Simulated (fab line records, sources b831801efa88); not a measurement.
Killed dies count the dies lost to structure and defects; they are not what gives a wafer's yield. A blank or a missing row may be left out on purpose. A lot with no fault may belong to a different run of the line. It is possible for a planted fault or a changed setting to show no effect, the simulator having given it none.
One fault through the eyes of 2 desks / flow sfq line / every desk sees just its own numbers, and what lay behind them comes last

THE METROLOGY DESK
Means of the sampled wafers that have a number, per lot and without regard to the tool the lot ran on: this is what the gauges read. Marked OUT: a lot whose mean sits more than 4 standard deviations from the usual mean, which makes it out of limits; the brackets give that distance.
Columns: A = INCOMING_BOW at SFQ_INCOMING_BOW_MEAS_900, usual 1 um; B = L0_MONX_KI_RS at SFQ_L0_RS_MEAS_901, usual 43.7 ohm/sq; C = L0_MONX_KI_THK at SFQ_L0_THK_MEAS_902, usual 40.1 nm
lot=L884; first seen here=day 1 15:01; A=2; B=43.1; C=40.3
lot=L885; first seen here=day 1 20:01; A=-3; B=44.3; C=40.0
lot=L892; first seen here=day 3 07:01; A=2; B=43.9; C=40.0
lot=L896; first seen here=day 4 03:01; A=0; B=43.3; C=40.2
lot=L905; first seen here=day 6 00:00; A=7; B=43.5; C=40.0
lot=L906; first seen here=day 6 05:04; A=-7; B=44.0; C=39.6
This desk's finding: nothing out of limits on any of the 6 lots.

AT THE TOOL OWNER'S DESK: rie metal-04
The tool's own readings at SFQ_TRILAYER_L0_BARC_OPEN_METAL_ETCH_010 (etches BARC in O2, target depth 125 nm, time 41.7 s): means of the sampled wafers that have a number, for each lot that ran on this tool. Marked OUT: a lot whose mean sits more than 4 standard deviations from the usual mean, which makes it out of limits; the brackets give that distance.
Columns: A = drypump motor current A at SFQ_TRILAYER_L0_BARC_OPEN_METAL_ETCH_010, usual 5.30 A; B = oes product au at SFQ_TRILAYER_L0_BARC_OPEN_METAL_ETCH_010, usual 0.685 a.u.; C = run length s at SFQ_TRILAYER_L0_BARC_OPEN_METAL_ETCH_010, usual 70.3 s
lot=L885; first seen here=day 2 19:38; A=5.27; B=0.685; C=70.4
lot=L892; first seen here=day 4 14:49; A=5.26; B=0.794 (+23) OUT; C=64.1 (-14) OUT
lot=L896; first seen here=day 5 08:49; A=5.26; B=0.790 (+22) OUT; C=64.0 (-14) OUT
This desk finds L892, L896 out of limits, L892 being first, at day 4 14:49 (oes product au at SFQ_TRILAYER_L0_BARC_OPEN_METAL_ETCH_010). L885 stayed within limits.

ALL TOGETHER
The tool owner's desk could have raised an alarm at day 4 14:49, on L892, L896.
The metrology desk saw nothing out of limits.
The metrology desk has L892, L896 on record, within its limits.
Of the lots named, all ran SFQ_TRILAYER_L0_BARC_OPEN_METAL_ETCH_010 on rie metal-04.

WHAT WAS PUT IN BY THE SIMULATOR
rie metal-04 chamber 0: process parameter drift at SFQ_TRILAYER_L0_BARC_OPEN_METAL_ETCH_010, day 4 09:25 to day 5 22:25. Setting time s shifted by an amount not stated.
Struck lots among those shown: L892, L896.
How many hours passed from the start of the fault until each desk's first out-of-limits reading: the tool owner's desk, 5.
